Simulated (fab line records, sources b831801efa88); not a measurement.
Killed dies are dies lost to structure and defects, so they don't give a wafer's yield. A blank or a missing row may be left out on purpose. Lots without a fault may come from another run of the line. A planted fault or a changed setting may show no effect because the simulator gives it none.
Chamber matching | flow gf180mcu | GF_V4_CMP_26 on cmp-01: 4 sister chambers
The step polishes, stops on SiO2, t overpolish 15 s, target thk 0 nm. 4 wafers are shown with their chamber, then 8 later ones without.

WAFERS WITH THEIR CHAMBER
wafer  | chamber | motor_current_A (A)
L603.1 | 2       | 12.4
L605.2 | 0       | 10.8
L605.6 | 1       | 12.1
L606.1 | 3       | 11.2

WAFERS WITHOUT THEIR CHAMBER
wafer  | motor_current_A (A)
L606.3 | 10.3
L606.6 | 10.6
L608.3 | 10.6
L608.5 | 12.3
L608.6 | 11.7
L620.1 | 12.0
L620.3 | 11.8
L620.4 | 10.9

WHICH CHAMBER EACH WENT THROUGH
wafer  | from the rows above               | in truth
L606.3 | can't be placed: 0 or 3           | 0
L606.6 | can't be placed: 0 or 3           | 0
L608.3 | can't be placed: 0 or 3           | 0
L608.5 | can't be placed: 2 or 1           | 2
L608.6 | can't be placed: 1 or 3 or 2 or 0 | 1
L620.1 | can't be placed: 1 or 2           | 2
L620.3 | can't be placed: 1 or 2 or 3      | 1
L620.4 | can't be placed: 0 or 3           | 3
Placed correctly: 0 of 8. Can't be placed from these rows: 8 (the true chamber is among the candidates in 8). Placed wrongly: 0.
How it was worked out, from the rows above alone: a wafer's distance from a chamber is the root of the sum, over the readings, of the square of ((its reading less the chamber's mean) divided by the reading's scatter). The wafer belongs to the nearest chamber; if the next one is less than 2 further off, it can't be placed. A chamber's mean is the mean of its shown wafers. The scatter: with one shown wafer a chamber, the root of the mean of the squares of how far each hidden wafer lies from its nearest shown one.
